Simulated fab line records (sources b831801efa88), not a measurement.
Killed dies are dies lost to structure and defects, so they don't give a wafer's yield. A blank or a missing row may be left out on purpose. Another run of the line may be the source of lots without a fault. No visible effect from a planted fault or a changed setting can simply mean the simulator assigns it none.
What tool caused it? | flow sfq line | route of 325 steps, sampled at 1 step: 14 lots, 42 wafers

== WHAT EACH GAUGE READ, for each wafer ==
SFQ_INCOMING_BOW_MEAS_900.
lot  | measured    | on            | INCOMING_BOW (um)
L226 | day 1 20:02 | film metro-02 | 2 0 2
L227 | day 2 01:01 | film metro-02 | 11 -2 12
L228 | day 2 06:01 | film metro-03 | 0 2 -10
L231 | day 2 21:00 | film metro-02 | 2 4 -4
L232 | day 3 02:00 | film metro-04 | 9 -3 7
L233 | day 3 07:01 | film metro-02 | 7 -8 2
L234 | day 3 12:02 | film metro-04 | -3 -5 4
L235 | day 3 17:02 | film metro-02 | -2 -1 8
L240 | day 4 18:02 | film metro-02 | 16 16 8
L241 | day 4 23:01 | film metro-02 | 4 -5 -9
L242 | day 5 04:04 | film metro-03 | 3 3 5
L243 | day 5 09:00 | film metro-04 | -10 -2 18
L245 | day 5 19:00 | film metro-04 | 4 7 -5
L247 | day 6 05:00 | film metro-04 | 3 3 2

== EACH LOT AND THE TOOL THAT RAN IT (in order: tool; ch and the chambers of the sampled wafers; start) ==
Before these readings, the record contains no process step.

== AS READ BY THE TOOLS THEMSELVES (means over the sampled wafers that have a number; for cases with no such wafer, the mark the record gives instead) ==
The record holds no such reading with a usual standard deviation.

== THE ANSWER, worked out from the rows above alone ==
Rule: the lots themselves supply what counts as usual. Put in order of their means at a reading, lots are off if they are a third of the lots or fewer, leave a main group of 4 or more, and stand apart from it by a gap of 3 or more times the standard deviation of the main group's means; of several such gaps the widest counts. If all means in a main group match to the digits the tables above print for the reading, that group is not used. A lot without any number at a reading at which 4 lots or more have one is off too. All remaining lots with rows at the step are treated as sound. Order of review: gauges by route order, followed by the tools' own readings, for which a lot's mean as printed above is used. At the first step where some lot is off, the reading lying furthest off is the one used; lots without a number count as furthest.
Across all readings shown, no lot is off: no conclusion can be drawn from this.

== WHAT THE SIMULATOR HAD INSERTED ==
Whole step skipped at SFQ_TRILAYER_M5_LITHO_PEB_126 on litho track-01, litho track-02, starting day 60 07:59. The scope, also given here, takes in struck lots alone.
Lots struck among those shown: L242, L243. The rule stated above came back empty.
